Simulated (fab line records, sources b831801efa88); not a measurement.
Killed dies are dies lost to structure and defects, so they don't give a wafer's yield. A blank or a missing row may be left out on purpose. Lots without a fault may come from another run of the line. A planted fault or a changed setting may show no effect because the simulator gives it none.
Which tool did it? | flow gf180mcu | 11 lots, 30 wafers sampled, at 1 step of a route of 602

WHAT THE GAUGES READ, wafer by wafer
GF_STI_CD_MEAS_12: target cd 220 nm. Usual: cd_nm 219.8 nm, standard deviation 1.1.
lot  | measured    | on        | cd_nm (nm)        | flag
L161 | day 2 01:29 | cd_sem-02 | 218.8 219.2 219.2 |
L162 | day 2 07:33 | cd_sem-02 | 219.8 219.8 219.9 |
L163 | day 2 12:48 | cd_sem-01 | 218.5 219.3 219.9 |
L164 | day 2 16:50 | cd_sem-01 | 219.9 219.7 220.0 |
L168 | day 3 14:17 | cd_sem-01 | 220.1 220.4       |
L172 | day 4 09:36 | cd_sem-02 | 217.6 218.9       |
L173 | day 4 15:13 | cd_sem-01 | 219.7 219.6       |
L177 | day 5 12:16 | cd_sem-02 | 218.7 218.9 219.5 |
L182 | day 6 13:37 | cd_sem-01 | 218.0 218.3 219.4 |
L183 | day 6 18:28 | cd_sem-02 | 221.0 220.0 221.0 |
L184 | day 6 23:45 | cd_sem-02 | 219.9 220.2 220.1 |

WHICH TOOL RAN EACH LOT (tool, then ch and the chambers of the sampled wafers, then the start)
The record holds no process step before these readings.

WHAT THE TOOLS THEMSELVES READ (means of the sampled wafers that have a number; where no wafer has one, the mark that the record gives instead)
The record holds no such reading with a usual standard deviation.

THE ANSWER, worked out from the rows above alone
Rule: a lot is off if the mean of its wafers that have a number lies more than 3 standard deviations from the usual mean. A lot without any number at a reading at which 4 lots or more have one is off too. The other lots that the step has rows for count as sound. The gauges are gone through in route order, then the tools' own readings, and for those a lot's mean is taken as printed above. The first step at which some lot is off is used, and at that step the reading that is off furthest; a lot without a number counts as furthest.
No lot is off at any reading shown: from this, nothing can be told.

WHAT THE SIMULATOR HAD PUT IN
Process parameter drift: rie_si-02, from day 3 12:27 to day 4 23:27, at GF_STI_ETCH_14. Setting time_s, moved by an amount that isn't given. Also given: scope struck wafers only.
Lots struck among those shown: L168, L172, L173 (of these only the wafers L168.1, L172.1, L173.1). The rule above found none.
